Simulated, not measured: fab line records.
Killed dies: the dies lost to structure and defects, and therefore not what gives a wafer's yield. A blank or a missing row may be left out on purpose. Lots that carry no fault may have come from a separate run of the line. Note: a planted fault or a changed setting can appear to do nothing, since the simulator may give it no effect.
Problem report in the 8D (eight disciplines) form, filled by code	flow sky130	the parts of the form that need people (team, actions taken, sign-off) are left out

## 1. THE ISSUE
VIA1_HDPCVD_THK at SKY_VIA1_THK_MEAS_01 reads a mean of 1163 nm on 6 wafers of 2 lots; wafers without a fault read 1029 nm with a standard deviation of 11. Measured from the usual mean, that is +12 standard deviations.
First observed at day 37 15:30: wafer L380.1, on film metro-03. Wafers with a number at this step in the record: 33, from 11 lots. The rule behind "out" and "out of limits": a value lying over 4 standard deviations away from the usual mean. All remaining wafers that have a number are taken as sound.

## 2. WHAT IT IS AND WHAT IT IS NOT
question	is	is not
which readings at this step	VIA1_HDPCVD_THK	-
which lots	L380, L381	L366, L368, L372, L373, L375, L376, L384, L385, L389
which wafers of those lots	all that have a number	-
read on which gauges	film metro-02, film metro-03	film metro-04
when	from day 37 15:30	up to then (18 sound wafers); but 9 sound wafers of L384, L385, L389 came after

## 3. WHAT RULES OUT EACH SUSPECT
Counting: a tool at any process step up to the reading remains a suspect when it ran all the lots that are out and ran no sound lot after the first of those.
- the gauge at SKY_VIA1_THK_MEAS_01: ruled out. Those wafers that are out were read across 2 gauges (film metro-02, film metro-03).
- pvd sputter-02 at SKY_CONTACT_SPUTTER_23 (material TiN, target thk 20 nm, time 80 s): kept. Every lot that is out went through it, starting with L380 (day 36 11:34), and after that it ran no sound lot; the last sound lot it ran before then is L375 (day 35 04:05).
- plasma asher-04 at SKY_METAL1_STRIP_20 (strips in O2/N2): ruled out as a lasting fault. Sound lots L385 ran on it after its first lot that is out, L380 (day 37 14:48).
- hdpcvd-02 at SKY_VIA1_HDPCVD_00 (deposits SiO2, target thk 1030 nm, time 171.7 s): kept. Every lot that is out went through it, starting with L380 (day 37 15:23), and after that it ran no sound lot; the last sound lot it ran before then is L375 (day 36 08:35). Out on those wafers are its own readings of run length s.
After counting, pvd sputter-02 at SKY_CONTACT_SPUTTER_23 and hdpcvd-02 at SKY_VIA1_HDPCVD_00 remain.

## 4. THE CAUSE (what the simulator had put in)
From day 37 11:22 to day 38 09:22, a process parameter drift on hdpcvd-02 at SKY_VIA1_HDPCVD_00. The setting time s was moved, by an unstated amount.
This tool is one of the 2 suspects left after counting.

## 5. THE CHAIN OF EFFECTS, in route order
Each row: a reading where the mean over the struck wafers with a number is more than 3 standard deviations away from the usual. Only readings whose record carries a usual standard deviation are examined. hours: median over the lots of the time between each lot's start at the first step of this table that gives one and its start at this step. sigmas: the change, counted in usual standard deviations.
hours	step	reading	usual	on struck wafers	change	sigmas
0	SKY_VIA1_HDPCVD_00	run length s	199.8 s	222.2	+22.4	+70
0	SKY_VIA1_THK_MEAS_01	VIA1_HDPCVD_THK	1029 nm	1163	+134	+12
It contains these process steps:
- SKY_VIA1_HDPCVD_00: deposits SiO2, target thk 1030 nm, time 171.7 s.

## 6. WHAT WOULD HAVE CAUGHT IT SOONER
4 hours passed between the start of the fault at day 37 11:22 and the first reading out of limits at a measuring or inspecting step in this record, taken at day 37 15:30.
The tool's own readings at SKY_VIA1_HDPCVD_00 were out on every struck wafer that the step has a row for (run length s): an alarm limit on them would have fired on the first of those.
Of the lots that are out (2), L381 began SKY_VIA1_HDPCVD_00 on hdpcvd-02 after day 37 15:30. Had the tool been put on hold then, it would have been spared.
